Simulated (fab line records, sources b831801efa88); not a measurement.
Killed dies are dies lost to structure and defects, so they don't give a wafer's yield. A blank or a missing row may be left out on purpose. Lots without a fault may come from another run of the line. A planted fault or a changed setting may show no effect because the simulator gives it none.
Which tool did it? | flow sky130 | 10 lots, 29 wafers sampled, at 7 steps of a route of 708

WHAT THE GAUGES READ, wafer by wafer
SKY_LDD_N_TW_MEAS_17.
lot  | measured     | on            | LDD_N_TW
L463 | day 18 00:38 | film_metro-04 | 2581 2575 2577
L466 | day 19 13:48 | film_metro-01 | 2585 2603 2592
L468 | day 20 02:33 | film_metro-04 | 2550 2564 2558
L470 | day 21 02:28 | film_metro-04 | 2563 2553 2553
L472 | day 21 11:19 | film_metro-04 | 2567 2575 2568
L478 | day 23 15:44 | film_metro-02 | 2578 2579
L479 | day 24 00:47 | film_metro-04 | 2557 2553 2542
L481 | day 24 17:39 | film_metro-01 | 2600 2585 2599
L483 | day 25 10:10 | film_metro-02 | 2584 2598 2600
L485 | day 25 19:12 | film_metro-01 | 2603 2603 2608

SKY_SD_P_TW_MEAS_11.
lot  | measured     | on            | SD_P_TW
L463 | day 25 18:51 | film_metro-04 | 2821 2804 2812
L466 | day 27 06:05 | film_metro-03 | 2845 2857 2843
L468 | day 27 17:07 | film_metro-02 | 2824 2824 2834
L470 | day 28 16:05 | film_metro-04 | 2797 2786 2795
L472 | day 29 00:25 | film_metro-02 | 2805 2790 2785
L478 | day 31 01:34 | film_metro-03 | 2675 2831
L479 | day 31 09:07 | film_metro-02 | 2686 2824 2826
L481 | day 31 23:43 | film_metro-02 | 2703 2836 2831
L483 | day 32 15:50 | film_metro-04 | 2813 2777 2815
L485 | day 33 01:05 | film_metro-04 | 2816 2819 2817

SKY_SD_N_RS_MEAS_17: measures by four-point-probe.
lot  | measured     | on            | SD_P_RS (ohm/sq)
L463 | day 28 06:26 | film_metro-03 | 147.3 147.1 146.9
L466 | day 29 16:25 | film_metro-04 | 147.8 147.3 147.8
L468 | day 30 03:58 | film_metro-04 | 146.5 146.8 146.6
L470 | day 31 01:34 | film_metro-02 | 147.0 146.9 146.9
L472 | day 31 10:40 | film_metro-02 | 147.5 147.2 147.5
L478 | day 33 09:20 | film_metro-02 | 150.8 147.0
L479 | day 33 16:26 | film_metro-03 | 150.7 146.7 146.0
L481 | day 34 04:56 | film_metro-04 | 150.7 146.5 146.7
L483 | day 34 21:04 | film_metro-03 | 147.0 147.3 146.6
L485 | day 35 05:38 | film_metro-04 | 147.4 147.7 147.3

WHICH TOOL RAN EACH LOT (tool, then ch and the chambers of the sampled wafers, then the start)
lot  | SKY_POLY_CUT_ETCH_11               | SKY_POLY_CUT_STRIP_12                | SKY_SD_P_IMPLANT_09             | SKY_SD_P_STRIP_10
L463 | rie_diel-03 ch 2,3, day 24 12:53   | plasma_asher-04 ch 0,1, day 24 12:57 | implanter-04 ch 0, day 25 18:39 | plasma_asher-01 ch 0,1, day 25 18:46
L466 | rie_diel-01 ch 0,3, day 26 00:38   | plasma_asher-02 ch 0,1, day 26 00:40 | implanter-03 ch 0, day 27 05:50 | plasma_asher-04 ch 0,1, day 27 05:59
L468 | rie_diel-01 ch 0,1,3, day 26 12:02 | plasma_asher-01 ch 0,1, day 26 12:04 | implanter-02 ch 0, day 27 16:52 | plasma_asher-04 ch 0,1, day 27 17:01
L470 | rie_diel-04 ch 1,3, day 27 10:52   | plasma_asher-01 ch 0,1, day 27 10:56 | implanter-03 ch 0, day 28 15:52 | plasma_asher-03 ch 0,1, day 28 16:01
L472 | rie_diel-04 ch 1,3, day 27 18:52   | plasma_asher-01 ch 0,1, day 27 18:56 | implanter-02 ch 0, day 29 00:11 | plasma_asher-01 ch 0,1, day 29 00:20
L478 | rie_diel-01 ch 0,2, day 29 21:07   | plasma_asher-01 ch 0, day 29 21:11   | implanter-02 ch 0, day 31 01:22 | plasma_asher-03 ch 0,1, day 31 01:28
L479 | rie_diel-03 ch 0,1, day 30 04:43   | plasma_asher-04 ch 0,1, day 30 04:47 | implanter-02 ch 0, day 31 08:55 | plasma_asher-04 ch 0,1, day 31 09:01
L481 | rie_diel-01 ch 0,1,3, day 30 19:26 | plasma_asher-04 ch 0,1, day 30 19:28 | implanter-02 ch 0, day 31 23:28 | plasma_asher-01 ch 0,1, day 31 23:37
L483 | rie_diel-04 ch 1,2,3, day 31 12:49 | plasma_asher-02 ch 0,1, day 31 12:53 | implanter-04 ch 0, day 32 15:37 | plasma_asher-04 ch 0,1, day 32 15:46
L485 | rie_diel-01 ch 1,2,3, day 31 21:34 | plasma_asher-01 ch 0,1, day 31 21:36 | implanter-03 ch 0, day 33 00:50 | plasma_asher-04 ch 0,1, day 33 00:59
- SKY_POLY_CUT_ETCH_11: etches Si3N4 in CF4/CH2F2/Ar, stops on poly-Si, time 42.5 s, target depth 60 nm.
- SKY_POLY_CUT_STRIP_12: strips in O2/N2.
- SKY_SD_P_IMPLANT_09
- SKY_SD_P_STRIP_10: strips in O2/N2.

WHAT THE TOOLS THEMSELVES READ (means of the sampled wafers that have a number; where no wafer has one, the mark that the record gives instead)
SKY_POLY_CUT_ETCH_11.
lot  | tool        | cf4_flow_sccm (sccm) | chamber_pressure_mTorr (mTorr) | drypump_motor_current_A (A) | oes_product_au (a.u.) | throttle_valve_pct (%)
L463 | rie_diel-03 | 40.08                | 39.98                          | 5.9                         | 0.820                 | 14.995
L466 | rie_diel-01 | 39.98                | 40.02                          | 5.7                         | 0.829                 | 15.000
L468 | rie_diel-01 | 40.00                | 40.00                          | 6.0                         | 0.831                 | 14.999
L470 | rie_diel-04 | 40.12                | 40.00                          | 6.3                         | 0.834                 | 14.992
L472 | rie_diel-04 | 39.99                | 39.97                          | 6.2                         | 0.829                 | 14.998
L478 | rie_diel-01 | 39.92                | 39.98                          | 6.2                         | 0.831                 | 14.997
L479 | rie_diel-03 | 40.08                | 40.02                          | 5.7                         | 0.840                 | 14.999
L481 | rie_diel-01 | 39.94                | 40.02                          | 6.0                         | 0.833                 | 15.000
L483 | rie_diel-04 | 39.90                | 40.02                          | 6.3                         | 0.826                 | 14.994
L485 | rie_diel-01 | 39.92                | 40.00                          | 5.9                         | 0.824                 | 14.992

SKY_POLY_CUT_STRIP_12.
lot  | tool            | chamber_pressure_mTorr (mTorr) | drypump_motor_current_A (A) | oes_product_au (a.u.) | strip_time_to_endpoint_s (s)
L463 | plasma_asher-04 | 1499.4                         | 5.3                         | 0.455                 | 5.367
L466 | plasma_asher-02 | 1500.6                         | 5.5                         | 0.457                 | 5.383
L468 | plasma_asher-01 | 1500.3                         | 5.8                         | 0.452                 | 5.367
L470 | plasma_asher-01 | 1501.0                         | 5.8                         | 0.446                 | 5.343
L472 | plasma_asher-01 | 1500.3                         | 6.2                         | 0.447                 | 5.345
L478 | plasma_asher-01 | 1498.7                         | 6.6                         | 0.457                 | 5.373
L479 | plasma_asher-04 | 1500.0                         | 5.3                         | 0.455                 | 5.381
L481 | plasma_asher-04 | 1500.8                         | 5.3                         | 0.451                 | 5.345
L483 | plasma_asher-02 | 1499.1                         | 5.5                         | 0.453                 | 5.361
L485 | plasma_asher-01 | 1501.7                         | 6.2                         | 0.452                 | 5.337

SKY_SD_P_IMPLANT_09.
lot  | tool         | beam_on_s (s) | faraday_current_uA
L463 | implanter-04 | 15.1          | 10854
L466 | implanter-03 | 13.4          | 12215
L468 | implanter-02 | 13.1          | 12467
L470 | implanter-03 | 13.3          | 12291
L472 | implanter-02 | 13.2          | 12418
L478 | implanter-02 | 12.0          | 13886
L479 | implanter-02 | 12.4          | 13440
L481 | implanter-02 | 12.2          | 13634
L483 | implanter-04 | 14.6          | 11236
L485 | implanter-03 | 13.0          | 12556

SKY_SD_P_STRIP_10.
lot  | tool            | chamber_pressure_mTorr (mTorr) | drypump_motor_current_A (A) | oes_product_au (a.u.) | strip_time_to_endpoint_s (s)
L463 | plasma_asher-01 | 1501.0                         | 6.2                         | 0.620                 | 17.54
L466 | plasma_asher-04 | 1499.5                         | 5.3                         | 0.622                 | 17.48
L468 | plasma_asher-04 | 1501.3                         | 5.3                         | 0.621                 | 17.52
L470 | plasma_asher-03 | 1500.0                         | 5.7                         | 0.612                 | 17.49
L472 | plasma_asher-01 | 1499.8                         | 5.8                         | 0.616                 | 17.53
L478 | plasma_asher-03 | 1501.3                         | 5.9                         | 0.626                 | 17.32
L479 | plasma_asher-04 | 1500.0                         | 5.3                         | 0.614                 | 17.36
L481 | plasma_asher-01 | 1499.4                         | 6.2                         | 0.622                 | 17.37
L483 | plasma_asher-04 | 1500.3                         | 5.3                         | 0.615                 | 17.54
L485 | plasma_asher-04 | 1499.7                         | 5.3                         | 0.623                 | 17.50

THE ANSWER, worked out from the rows above alone
Rule: what is usual is taken from the lots themselves. Put in order of their means at a reading, lots are off if they are a third of the lots or fewer, leave a main group of 4 or more, and stand apart from it by a gap of 3 or more times the standard deviation of the main group's means; of several such gaps the widest counts. A main group whose means are all the same, to the digits that the tables above print for the reading, isn't used. A lot without any number at a reading at which 4 lots or more have one is off too. The other lots that the step has rows for count as sound. The gauges are gone through in route order, then the tools' own readings, and for those a lot's mean is taken as printed above. The first step at which some lot is off is used, and at that step the reading that is off furthest; a lot without a number counts as furthest.
Off: L478, L479, L481, at SKY_SD_P_STRIP_10 (strip_time_to_endpoint_s). The main group: mean 17.51 s, standard deviation 0.023.
A tool fits if, at that step or a process step before it, it ran every lot that is off, and no sound lot after the first of them. One fits: implanter-02 at SKY_SD_P_IMPLANT_09. Its last sound lot is L472 (day 29 00:11), its first lot that is off L478 (day 31 01:22): a fault that began between those two fits.

WHAT THE SIMULATOR HAD PUT IN
Process parameter drift: implanter-02, from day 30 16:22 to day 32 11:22, at SKY_SD_P_IMPLANT_09. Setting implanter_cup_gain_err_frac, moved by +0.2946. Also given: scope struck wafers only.
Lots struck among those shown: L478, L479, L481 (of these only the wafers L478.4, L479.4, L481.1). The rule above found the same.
